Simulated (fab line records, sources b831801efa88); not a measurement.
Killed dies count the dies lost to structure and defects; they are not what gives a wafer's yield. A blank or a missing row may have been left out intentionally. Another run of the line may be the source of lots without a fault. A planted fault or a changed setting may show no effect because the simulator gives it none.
Chamber matching :: flow sfq_line :: SFQ_TRILAYER_I7_VIA_BARC_OPEN_VIA_ETCH_260 on rie_diel-04: 4 sister chambers
The step etches BARC in O2, target depth 125 nm, time 41.7 s. 14 wafers are shown with their chamber, then 6 later ones without.

## WAFERS WITH THEIR CHAMBER
wafer: L560.1
chamber: 0
drypump_motor_current_A (A): 5.71
oes_product_au (a.u.): 0.687

wafer: L560.3
chamber: 1
drypump_motor_current_A (A): 5.79
oes_product_au (a.u.): 0.683

wafer: L560.6
chamber: 1
drypump_motor_current_A (A): 5.81
oes_product_au (a.u.): 0.688

wafer: L562.1
chamber: 1
drypump_motor_current_A (A): 5.82
oes_product_au (a.u.): 0.689

wafer: L562.3
chamber: 3
drypump_motor_current_A (A): 5.81
oes_product_au (a.u.): 0.679

wafer: L562.5
chamber: 1
drypump_motor_current_A (A): 5.78
oes_product_au (a.u.): 0.691

wafer: L564.2
chamber: 0
drypump_motor_current_A (A): 5.73
oes_product_au (a.u.): 0.687

wafer: L564.3
chamber: 3
drypump_motor_current_A (A): 5.80
oes_product_au (a.u.): 0.686

wafer: L564.5
chamber: 1
drypump_motor_current_A (A): 5.79
oes_product_au (a.u.): 0.690

wafer: L565.1
chamber: 1
drypump_motor_current_A (A): 5.78
oes_product_au (a.u.): 0.683

wafer: L565.6
chamber: 2
drypump_motor_current_A (A): 5.86
oes_product_au (a.u.): 0.685

wafer: L575.3
chamber: 1
drypump_motor_current_A (A): 5.85
oes_product_au (a.u.): 0.686

wafer: L575.5
chamber: 2
drypump_motor_current_A (A): 5.86
oes_product_au (a.u.): 0.685

wafer: L575.6
chamber: 1
drypump_motor_current_A (A): 5.83
oes_product_au (a.u.): 0.691

SIGNATURES, as means of the wafers listed above
reading: drypump_motor_current_A
chamber 0: 5.7200
chamber 1: 5.8063
chamber 2: 5.8600
chamber 3: 5.8050
scatter within a chamber: 0.022

reading: oes_product_au
chamber 0: 0.68700
chamber 1: 0.68762
chamber 2: 0.68500
chamber 3: 0.68250
scatter within a chamber: 0.00317
Rule: a wafer lies at a distance from a chamber equal to the root of the sum of squares, over the readings, of (its reading less the chamber's mean, divided by the reading's scatter). If the next closest chamber is less than 2 further off than the closest, the wafer can't be placed; otherwise it belongs to the closest. The scatter: the root of (the sum of the squares of (reading less its chamber's mean) over the shown wafers, divided by (wafers less chambers)).

## WAFERS WITH NO CHAMBER GIVEN
wafer: L577.1
drypump_motor_current_A (A): 5.72
oes_product_au (a.u.): 0.682

wafer: L577.2
drypump_motor_current_A (A): 5.82
oes_product_au (a.u.): 0.683

wafer: L577.5
drypump_motor_current_A (A): 5.72
oes_product_au (a.u.): 0.682

wafer: L579.1
drypump_motor_current_A (A): 5.72
oes_product_au (a.u.): 0.679

wafer: L579.4
drypump_motor_current_A (A): 5.79
oes_product_au (a.u.): 0.686

wafer: L579.5
drypump_motor_current_A (A): 5.82
oes_product_au (a.u.): 0.687

## WHICH CHAMBER EACH WENT THROUGH
wafer: L577.1
from the rows above: 0
in truth: 0

wafer: L577.2
from the rows above: can't be placed: 3 or 1 or 2
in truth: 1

wafer: L577.5
from the rows above: 0
in truth: 0

wafer: L579.1
from the rows above: can't be placed: 0 or 3
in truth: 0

wafer: L579.4
from the rows above: can't be placed: 1 or 3
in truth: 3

wafer: L579.5
from the rows above: can't be placed: 1 or 3 or 2
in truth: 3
Placed correctly: 2 of 6. These rows do not allow placing 4 (true chamber among the candidates in 4). Wrongly placed: 0.
